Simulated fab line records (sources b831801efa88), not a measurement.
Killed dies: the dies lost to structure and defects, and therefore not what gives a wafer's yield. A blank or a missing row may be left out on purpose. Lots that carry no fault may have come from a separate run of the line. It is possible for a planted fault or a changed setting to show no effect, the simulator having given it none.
Which tool is to blame? ; flow sky130 ; 33 wafers from 11 lots sampled at 3 of the route's 708 steps

WHAT THE GAUGES SHOWED, per wafer
SKY_SD_N_RS_MEAS_17: the measuring method here is four-point-probe. Usual: SD_P_RS gives 147.1 ohm/sq (standard deviation 0.39).
lot;measured;on;SD_P_RS (ohm/sq);flag
L825;day 27 10:44;film_metro-02;147.6 147.2 147.2;
L826;day 27 22:31;film_metro-02;146.9 147.3 147.3;
L831;day 29 19:22;film_metro-03;147.4 146.9 147.4;
L836;day 31 13:42;film_metro-02;147.2 147.4 147.0;
L837;day 31 22:09;film_metro-01;146.8 146.9 147.0;
L838;day 31 23:16;film_metro-01;146.9 147.1 147.1;
L842;day 33 15:08;film_metro-02;147.3 147.2 146.8;
L843;day 33 15:26;film_metro-01;147.4 147.6 147.7;
L845;day 34 11:34;film_metro-03;145.9 146.8 146.5;
L847;day 34 19:30;film_metro-01;146.7 146.8 146.0;
L848;day 35 11:08;film_metro-03;146.4 146.8 146.7;

TOOL THAT RAN EACH LOT (tool first, then ch and the chambers of the sampled wafers, then the start)
lot;SKY_FIELD_ISO_WET_ETCH_30;SKY_PWDE_STRIP_09
L825;wet_bench-03 ch 2, day 2 12:13;plasma_asher-02 ch 0,1, day 3 20:46
L826;wet_bench-02 ch 0, day 2 17:52;plasma_asher-01 ch 0,1, day 4 04:28
L831;wet_bench-02 ch 1, day 3 18:15;plasma_asher-03 ch 0,1, day 5 05:16
L836;wet_bench-02 ch 3, day 4 21:16;plasma_asher-03 ch 0,1, day 6 11:28
L837;wet_bench-03 ch 2, day 5 02:56;plasma_asher-02 ch 0,1, day 6 17:54
L838;wet_bench-03 ch 3, day 5 07:08;plasma_asher-02 ch 0,1, day 6 21:24
L842;wet_bench-03 ch 2, day 6 04:01;plasma_asher-02 ch 0,1, day 7 21:28
L843;wet_bench-03 ch 1, day 6 07:47;plasma_asher-02 ch 0,1, day 8 01:13
L845;wet_bench-04 ch 3, day 6 19:02;plasma_asher-01 ch 0,1, day 8 11:42
L847;wet_bench-03 ch 1, day 7 07:44;plasma_asher-03 ch 0,1, day 9 00:22
L848;wet_bench-02 ch 1, day 7 14:01;plasma_asher-03 ch 0,1, day 9 09:28
- SKY_FIELD_ISO_WET_ETCH_30: etches SiO2 in dHF, target depth 25 nm, time 50 s.
- SKY_PWDE_STRIP_09: strips in O2/N2.

WHAT THE TOOLS THEMSELVES READ (means of the sampled wafers that have a number; where no wafer has one, the mark that the record gives instead)
SKY_FIELD_ISO_WET_ETCH_30. Usual: bath_heat_duty_pct 6.4 %, standard deviation 0.81; temp_c 25.01 C, standard deviation 0.1.
lot;tool;bath_heat_duty_pct (%);temp_c (C);flag
L825;wet_bench-03;7.1;24.97;
L826;wet_bench-02;6.7;25.03;
L831;wet_bench-02;0.0;15.07;OFF
L836;wet_bench-02;0.0;15.09;OFF
L837;wet_bench-03;7.4;24.95;
L838;wet_bench-03;5.7;25.11;
L842;wet_bench-03;7.0;24.96;
L843;wet_bench-03;5.0;25.05;
L845;wet_bench-04;7.0;24.97;
L847;wet_bench-03;5.2;24.99;
L848;wet_bench-02;7.2;25.14;

SKY_PWDE_STRIP_09. Usual: drypump_motor_current_A 5.68 A, standard deviation 0.18; oes_product_au 0.722 a.u., standard deviation 0.0049; strip_time_to_endpoint_s 36.97 s, standard deviation 0.13.
lot;tool;drypump_motor_current_A (A);oes_product_au (a.u.);strip_time_to_endpoint_s (s);flag
L825;plasma_asher-02;5.64;0.721;36.74;
L826;plasma_asher-01;5.78;0.720;37.02;
L831;plasma_asher-03;5.66;0.721;36.88;
L836;plasma_asher-03;5.66;0.723;36.99;
L837;plasma_asher-02;5.64;0.726;36.90;
L838;plasma_asher-02;5.64;0.721;36.96;
L842;plasma_asher-02;5.63;0.715;36.80;
L843;plasma_asher-02;5.65;0.728;37.02;
L845;plasma_asher-01;5.78;0.722;36.91;
L847;plasma_asher-03;5.65;0.719;36.98;
L848;plasma_asher-03;5.77;0.725;36.94;

THE ANSWER, worked out from the rows above alone
Rule: lot off if the mean of its wafers having a number is beyond 3 standard deviations from the usual mean. Also off: a lot with no number at a reading for which 4 or more lots have one. Any other lot the step has rows for is counted as sound. The gauges are gone through in route order, then the tools' own readings, and for those a lot's mean is taken as printed above. The first step at which some lot is off is used, and at that step the reading that is off furthest; a lot without a number counts as furthest.
Off: L831, L836, at SKY_FIELD_ISO_WET_ETCH_30 (temp_c).
If a tool, at that step or one of the process steps before it, ran each lot that is off and ran no sound lot following the first of them, it fits. None of those tried fits.

WHAT WAS PUT IN BY THE SIMULATOR
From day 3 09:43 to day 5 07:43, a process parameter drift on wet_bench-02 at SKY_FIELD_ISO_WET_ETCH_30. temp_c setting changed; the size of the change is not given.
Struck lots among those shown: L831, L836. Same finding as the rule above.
